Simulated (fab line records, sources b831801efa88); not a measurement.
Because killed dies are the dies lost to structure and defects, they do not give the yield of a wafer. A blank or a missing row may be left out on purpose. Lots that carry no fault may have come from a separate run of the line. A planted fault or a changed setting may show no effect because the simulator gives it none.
Which tool is to blame? || flow sky130 || 42 wafers from 14 lots sampled at 4 of the route's 708 steps

## WHAT THE GAUGES READ, wafer by wafer
SKY_FIELD_ISO_THK_MEAS_04.
{"lot": "L411", "measured": "day 1 16:02", "on": "film_metro-01", "FIELD_ISO_CVD_03_THK (nm)": "166.4 166.4 168.0"}
{"lot": "L412", "measured": "day 1 18:55", "on": "film_metro-04", "FIELD_ISO_CVD_03_THK (nm)": "167.2 167.0 167.2"}
{"lot": "L415", "measured": "day 2 11:25", "on": "film_metro-04", "FIELD_ISO_CVD_03_THK (nm)": "166.2 165.4 165.2"}
{"lot": "L417", "measured": "day 3 02:44", "on": "film_metro-02", "FIELD_ISO_CVD_03_THK (nm)": "162.2 161.8 162.9"}
{"lot": "L419", "measured": "day 3 06:48", "on": "film_metro-04", "FIELD_ISO_CVD_03_THK (nm)": "166.2 166.3 165.0"}
{"lot": "L421", "measured": "day 3 17:23", "on": "film_metro-02", "FIELD_ISO_CVD_03_THK (nm)": "163.3 164.2 163.5"}
{"lot": "L423", "measured": "day 4 02:21", "on": "film_metro-02", "FIELD_ISO_CVD_03_THK (nm)": "166.5 165.9 165.2"}
{"lot": "L426", "measured": "day 4 17:47", "on": "film_metro-02", "FIELD_ISO_CVD_03_THK (nm)": "165.4 166.5 165.8"}
{"lot": "L427", "measured": "day 4 23:47", "on": "film_metro-01", "FIELD_ISO_CVD_03_THK (nm)": "164.5 163.5 162.1"}
{"lot": "L428", "measured": "day 5 03:50", "on": "film_metro-02", "FIELD_ISO_CVD_03_THK (nm)": "165.2 164.6 166.9"}
{"lot": "L429", "measured": "day 5 08:10", "on": "film_metro-01", "FIELD_ISO_CVD_03_THK (nm)": "164.9 165.5 164.5"}
{"lot": "L432", "measured": "day 5 22:50", "on": "film_metro-04", "FIELD_ISO_CVD_03_THK (nm)": "164.6 165.8 164.7"}
{"lot": "L433", "measured": "day 6 03:42", "on": "film_metro-02", "FIELD_ISO_CVD_03_THK (nm)": "164.6 165.5 165.3"}
{"lot": "L434", "measured": "day 6 12:13", "on": "film_metro-02", "FIELD_ISO_CVD_03_THK (nm)": "163.5 164.9 163.7"}

SKY_FIELD_ISO_THK_MEAS_23.
{"lot": "L411", "measured": "day 2 10:44", "on": "film_metro-02", "FIELD_ISO_OXIDATION_01_THK (nm)": "9.95 9.89 9.94"}
{"lot": "L412", "measured": "day 2 13:19", "on": "film_metro-01", "FIELD_ISO_OXIDATION_01_THK (nm)": "9.93 9.87 10.01"}
{"lot": "L415", "measured": "day 3 04:53", "on": "film_metro-02", "FIELD_ISO_OXIDATION_01_THK (nm)": "9.97 10.06 9.89"}
{"lot": "L417", "measured": "day 3 21:14", "on": "film_metro-02", "FIELD_ISO_OXIDATION_01_THK (nm)": "10.14 10.04 10.05"}
{"lot": "L419", "measured": "day 4 01:19", "on": "film_metro-04", "FIELD_ISO_OXIDATION_01_THK (nm)": "10.28 10.17 10.04"}
{"lot": "L421", "measured": "day 4 12:46", "on": "film_metro-04", "FIELD_ISO_OXIDATION_01_THK (nm)": "9.89 9.72 9.58"}
{"lot": "L423", "measured": "day 4 22:32", "on": "film_metro-04", "FIELD_ISO_OXIDATION_01_THK (nm)": "9.57 9.67 9.71"}
{"lot": "L426", "measured": "day 5 14:07", "on": "film_metro-02", "FIELD_ISO_OXIDATION_01_THK (nm)": "10.22 10.23 10.09"}
{"lot": "L427", "measured": "day 5 19:43", "on": "film_metro-04", "FIELD_ISO_OXIDATION_01_THK (nm)": "10.07 9.80 9.85"}
{"lot": "L428", "measured": "day 6 00:56", "on": "film_metro-02", "FIELD_ISO_OXIDATION_01_THK (nm)": "9.52 9.80 9.76"}
{"lot": "L429", "measured": "day 6 04:14", "on": "film_metro-02", "FIELD_ISO_OXIDATION_01_THK (nm)": "9.43 9.52 9.45"}
{"lot": "L432", "measured": "day 6 20:31", "on": "film_metro-02", "FIELD_ISO_OXIDATION_01_THK (nm)": "10.06 10.12 10.12"}
{"lot": "L433", "measured": "day 7 03:23", "on": "film_metro-04", "FIELD_ISO_OXIDATION_01_THK (nm)": "10.15 10.15 9.95"}
{"lot": "L434", "measured": "day 7 10:29", "on": "film_metro-02", "FIELD_ISO_OXIDATION_01_THK (nm)": "10.00 10.00 10.01"}

SKY_PWDE_TW_MEAS_10.
{"lot": "L411", "measured": "day 4 06:58", "on": "film_metro-03", "PWDE_TW": "371 372 372"}
{"lot": "L412", "measured": "day 4 07:44", "on": "film_metro-01", "PWDE_TW": "371 373 374"}
{"lot": "L415", "measured": "day 4 21:20", "on": "film_metro-03", "PWDE_TW": "369 370 373"}
{"lot": "L417", "measured": "day 5 13:17", "on": "film_metro-03", "PWDE_TW": "372 374 373"}
{"lot": "L419", "measured": "day 5 17:55", "on": "film_metro-04", "PWDE_TW": "377 379 378"}
{"lot": "L421", "measured": "day 6 05:59", "on": "film_metro-03", "PWDE_TW": "368 369 368"}
{"lot": "L423", "measured": "day 6 18:20", "on": "film_metro-01", "PWDE_TW": "373 372 374"}
{"lot": "L426", "measured": "day 7 10:47", "on": "film_metro-03", "PWDE_TW": "372 372 371"}
{"lot": "L427", "measured": "day 7 16:26", "on": "film_metro-03", "PWDE_TW": "373 374 372"}
{"lot": "L428", "measured": "day 7 20:53", "on": "film_metro-04", "PWDE_TW": "375 377 375"}
{"lot": "L429", "measured": "day 8 00:50", "on": "film_metro-01", "PWDE_TW": "372 371 373"}
{"lot": "L432", "measured": "day 8 23:14", "on": "film_metro-01", "PWDE_TW": "375 375 371"}
{"lot": "L433", "measured": "day 9 02:35", "on": "film_metro-01", "PWDE_TW": "370 371 370"}
{"lot": "L434", "measured": "day 9 09:41", "on": "film_metro-01", "PWDE_TW": "371 373 372"}

## EACH LOT AND THE TOOL THAT RAN IT (in order: tool; ch and the chambers of the sampled wafers; start)
{"lot": "L411", "SKY_FIELD_ISO_WET_ETCH_18": "wet_bench-03 ch 1, day 2 06:48"}
{"lot": "L412", "SKY_FIELD_ISO_WET_ETCH_18": "wet_bench-04 ch 3, day 2 10:18"}
{"lot": "L415", "SKY_FIELD_ISO_WET_ETCH_18": "wet_bench-01 ch 0, day 3 02:19"}
{"lot": "L417", "SKY_FIELD_ISO_WET_ETCH_18": "wet_bench-04 ch 0, day 3 19:04"}
{"lot": "L419", "SKY_FIELD_ISO_WET_ETCH_18": "wet_bench-04 ch 0, day 3 23:31"}
{"lot": "L421", "SKY_FIELD_ISO_WET_ETCH_18": "wet_bench-03 ch 0, day 4 10:43"}
{"lot": "L423", "SKY_FIELD_ISO_WET_ETCH_18": "wet_bench-01 ch 3, day 4 19:52"}
{"lot": "L426", "SKY_FIELD_ISO_WET_ETCH_18": "wet_bench-01 ch 0, day 5 11:19"}
{"lot": "L427", "SKY_FIELD_ISO_WET_ETCH_18": "wet_bench-03 ch 1, day 5 17:47"}
{"lot": "L428", "SKY_FIELD_ISO_WET_ETCH_18": "wet_bench-01 ch 1, day 5 22:36"}
{"lot": "L429", "SKY_FIELD_ISO_WET_ETCH_18": "wet_bench-03 ch 3, day 6 02:47"}
{"lot": "L432", "SKY_FIELD_ISO_WET_ETCH_18": "wet_bench-04 ch 1, day 6 18:54"}
{"lot": "L433", "SKY_FIELD_ISO_WET_ETCH_18": "wet_bench-03 ch 0, day 6 22:51"}
{"lot": "L434", "SKY_FIELD_ISO_WET_ETCH_18": "wet_bench-03 ch 3, day 7 07:40"}
- SKY_FIELD_ISO_WET_ETCH_18: etches Si3N4 in H3PO4, target depth 25 nm, time 286 s.

## AS READ BY THE TOOLS THEMSELVES (means over the sampled wafers that have a number; for cases with no such wafer, the mark the record gives instead)
SKY_FIELD_ISO_WET_ETCH_18.
{"lot": "L411", "tool": "wet_bench-03", "run_length_s (s)": 318.7}
{"lot": "L412", "tool": "wet_bench-04", "run_length_s (s)": 312.5}
{"lot": "L415", "tool": "wet_bench-01", "run_length_s (s)": 312.4}
{"lot": "L417", "tool": "wet_bench-04", "run_length_s (s)": 312.6}
{"lot": "L419", "tool": "wet_bench-04", "run_length_s (s)": 312.5}
{"lot": "L421", "tool": "wet_bench-03", "run_length_s (s)": 312.2}
{"lot": "L423", "tool": "wet_bench-01", "run_length_s (s)": 320.5}
{"lot": "L426", "tool": "wet_bench-01", "run_length_s (s)": 59.2}
{"lot": "L427", "tool": "wet_bench-03", "run_length_s (s)": 311.4}
{"lot": "L428", "tool": "wet_bench-01", "run_length_s (s)": 57.0}
{"lot": "L429", "tool": "wet_bench-03", "run_length_s (s)": 311.5}
{"lot": "L432", "tool": "wet_bench-04", "run_length_s (s)": 318.8}
{"lot": "L433", "tool": "wet_bench-03", "run_length_s (s)": 312.3}
{"lot": "L434", "tool": "wet_bench-03", "run_length_s (s)": 311.3}

## THE ANSWER, worked out from the rows above alone
Rule: the usual values come from the lots themselves. The widest of any qualifying gaps counts: lots, ordered by their means at a reading, are off when they make up no more than a third of the lots, leave a main group of 4 or more, and stand apart from it by 3 or more times the standard deviation of that group's means. Not used: any main group whose means are identical at the precision the tables above print for the reading. Also off: a lot with no number at a reading for which 4 or more lots have one. Any other lot the step has rows for is counted as sound. First the gauges in route order, then the tools' own readings, where a lot's mean is used as printed above. At the first step where some lot is off, the reading lying furthest off is the one used; lots without a number count as furthest.
Off at SKY_FIELD_ISO_WET_ETCH_18 (run_length_s): L426, L428. Main group: mean 313.9 s, sd 3.2.
If a tool, at that step or one of the process steps before it, ran each lot that is off and ran no sound lot following the first of them, it fits. One fits: wet_bench-01 at SKY_FIELD_ISO_WET_ETCH_18. Its last sound lot is L423 (day 4 19:52), its first lot that is off L426 (day 5 11:19): a fault that began between those two fits.
The tool's own readings at SKY_FIELD_ISO_WET_ETCH_18 bear it out: on the lots that are off they differ by more than 5 times the standard deviation of the sound lots' means. run_length_s reads 58.1 s there against 313.9 s on the sound lots.

## WHAT THE SIMULATOR PUT IN
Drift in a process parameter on wet_bench-01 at SKY_FIELD_ISO_WET_ETCH_18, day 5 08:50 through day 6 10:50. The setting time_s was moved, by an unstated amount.
Struck lots among those shown: L426, L428. This agrees with what the rule above found.
